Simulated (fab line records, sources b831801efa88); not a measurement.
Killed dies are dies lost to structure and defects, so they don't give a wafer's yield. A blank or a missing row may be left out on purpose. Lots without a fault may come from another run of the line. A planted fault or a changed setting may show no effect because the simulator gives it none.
Chamber matching | flow gf180mcu | GF_STI_CMP_25 on cmp-01: 4 sister chambers
The step polishes, stops on Si3N4, t overpolish 33 s, target thk 524.6 nm. 4 wafers are shown with their chamber, then 11 later ones without.

WAFERS WITH THEIR CHAMBER
wafer  | chamber | motor_current_A (A)
L924.6 | 3       | 14.7
L926.5 | 0       | 11.6
L926.6 | 1       | 11.4
L928.1 | 2       | 11.4

WAFERS WITHOUT THEIR CHAMBER
wafer  | motor_current_A (A)
L928.5 | 10.8
L928.6 | 11.2
L938.1 | 10.6
L938.2 | 11.0
L938.3 | 14.8
L939.1 | 11.1
L939.3 | 13.9
L939.4 | 10.9
L943.2 | 14.3
L943.5 | 13.9
L943.6 | 11.0

WHICH CHAMBER EACH WENT THROUGH
wafer  | from the rows above          | in truth
L928.5 | can't be placed: 1 or 2 or 0 | 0
L928.6 | can't be placed: 1 or 2 or 0 | 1
L938.1 | can't be placed: 1 or 2 or 0 | 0
L938.2 | can't be placed: 1 or 2 or 0 | 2
L938.3 | 3                            | 3
L939.1 | can't be placed: 1 or 2 or 0 | 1
L939.3 | 3                            | 3
L939.4 | can't be placed: 1 or 2 or 0 | 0
L943.2 | 3                            | 3
L943.5 | 3                            | 3
L943.6 | can't be placed: 1 or 2 or 0 | 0
Placed correctly: 4 of 11. Can't be placed from these rows: 7 (the true chamber is among the candidates in 7). Placed wrongly: 0.
How it was worked out, from the rows above alone: a wafer's distance from a chamber is the root of the sum, over the readings, of the square of ((its reading less the chamber's mean) divided by the reading's scatter). The wafer belongs to the nearest chamber; if the next one is less than 2 further off, it can't be placed. A chamber's mean is the mean of its shown wafers. The scatter: with one shown wafer a chamber, the root of the mean of the squares of how far each hidden wafer lies from its nearest shown one.
